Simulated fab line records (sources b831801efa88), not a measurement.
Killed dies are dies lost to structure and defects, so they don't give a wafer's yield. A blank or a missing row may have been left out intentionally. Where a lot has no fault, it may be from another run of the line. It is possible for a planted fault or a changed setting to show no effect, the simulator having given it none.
Comparing a struck lot with a sound one	flow sky130	17 steps out of a route of 708
Sound: wafers L337.1, L337.5, L337.6. Struck: wafers L347.3, L347.5, L347.6. The cause is named last.
Each step with rows lists, per side, the tool, then ch with its chambers, then its first start. Under that, the readings that differ: sound wafers	struck wafers	difference of the means	sigmas: that difference in standard deviations of wafers without a fault.
alike: same words and numbers on both sides, and readings whose means sit less than 2 such deviations apart. not compared: any withheld reading, any reading some wafer has no value for, any bound like >300 that may hide the same value, and any number with overlapping values for which the record gives no deviation.
A row with sigmas, a row that says differs or no value, or rows on one side alone: a step with any of these is where the two part. Numbers that have no deviation but don't overlap get no sigmas and don't part them. A reading missing from all wafers of one side parts the sides only when that side holds two or more wafers.

first, 5 steps without rows for these wafers: SKY_SD_N_COAT_02 (resist thk 1140 nm); SKY_SD_N_SOFTBAKE_03 (time 60 s); SKY_SD_N_EXPOSE_04 (exposes mask NSDM, target cd 380 nm); SKY_SD_N_PEB_05; SKY_SD_N_DEVELOP_06 (develop time 60 s).
SKY_SD_N_CD_MEAS_07: target cd 380 nm.
  sound: cd_sem-02 at day 29 15:08; struck: cd_sem-02 at day 33 03:58
  alike: cd_nm
SKY_SD_N_OVL_MEAS_08:
  sound: overlay-01 at day 29 15:16; struck: overlay-01 at day 33 04:04
  alike: SD_N_OVL
then, 2 steps without rows for these wafers: SKY_SD_N_IMPLANT_09; SKY_SD_N_IMPLANT_10.
SKY_SD_N_STRIP_11: strips in O2/N2.
  sound on plasma_asher-02 ch 0,1, day 29 15:36; struck on plasma_asher-04 ch 0,1, day 33 04:25
  alike: drypump_motor_current_A, oes_product_au, strip_time_to_endpoint_s
  not compared: rf_hours_counter_h
SKY_SD_N_TW_MEAS_12:
  sound: film_metro-01 at day 29 15:42; struck: film_metro-02 at day 33 04:30
  alike: SD_N_TW
then, 1 step without rows for these wafers: SKY_SD_N_CLEAN_13 (cleans in SC1/SC2, time 150 s).
SKY_SD_N_RTA_14: time 2 s.
  sound on rtp_anneal-02 ch 0, day 29 15:49; struck on rtp_anneal-02 ch 0, day 33 04:37
  alike: lamp_power_pct, ramp_down_c_per_s, wafer_temp_C_max
SKY_SD_N_RS_MEAS_16: measurement is done with a four-point probe.
  sound: film_metro-02 at day 29 15:59; struck: film_metro-03 at day 33 04:49
reading	sound	struck	difference	sigmas
SD_N_RS (ohm/sq)	68.57 68.38 68.44	71.17 71.24 71.09	+2.70	+19
SKY_SD_N_RS_MEAS_17: measurement is done with a four-point probe.
  sound: film_metro-02 at day 29 16:06; struck: film_metro-03 at day 33 04:56
reading	sound	struck	difference	sigmas
SD_P_RS (ohm/sq)	147.3 146.9 147.7	162.3 162.4 162.4	+15.1	+43
SKY_SD_N_RS_MEAS_18: measurement is done with a four-point probe.
  sound: film_metro-02 at day 29 16:13; struck: film_metro-03 at day 33 05:03
  alike: RES_XHIGH_RS
-- here the record skips 16 days between the struck wafers' starts before and after, leaving off in module SD_N and picking up in module PAD_OPEN (first step shown: number 708 of the route) --
SKY_PAD_OPEN_PROBE_99:
  sound: prober-02 at day 47 00:22; struck: prober-02 at day 49 09:25
reading	sound	struck	difference	sigmas
model.etest.res_xhigh_po.line_ohm_um	5421 5676 5753	6526 6464 6621	+920	
model.etest.res_xhigh_po.rs_ohm_sq_range	178.6 157.3 150.7	589.3 651.1 618.6	+457.5	
model.etest.res_xhigh_po.rs_ohm_sq_rim_less_centre	172.9 144.2 139.9	579.2 617.1 592.2	+443.8	
model.etest.res_xhigh_po.rs_ohm_sq	1901 1955 2001	2309 2282 2335	+356	
model.etest.pfet_01v8.r_on_ohm_um	2820 2849 2825	3023 3151 3086	+255	
model.etest.res_pdiff.line_ohm_um	1317 1329 1331	1508 1549 1542	+207	
model.etest.tip_p.rs_ohm_sq	6846 6918 6836	7032 7090 7021	+181	
  alike: killed_at_M0_to_M3, killed_at_M4_up, killed_at_contacts, killed_at_front_end, killed_at_other, killed_dies, killed_open, killed_short
  not compared: model.etest.tip_p.rs_ohm_sq_rim_less_centre

WHERE THEY PART
First at SKY_SD_N_RS_MEAS_16; last, within this record, at SKY_SD_N_RS_MEAS_17. Later steps at which nothing parts them and some readings are alike: SKY_SD_N_RS_MEAS_18, SKY_PAD_OPEN_PROBE_99.

WHY: what the simulator had put in
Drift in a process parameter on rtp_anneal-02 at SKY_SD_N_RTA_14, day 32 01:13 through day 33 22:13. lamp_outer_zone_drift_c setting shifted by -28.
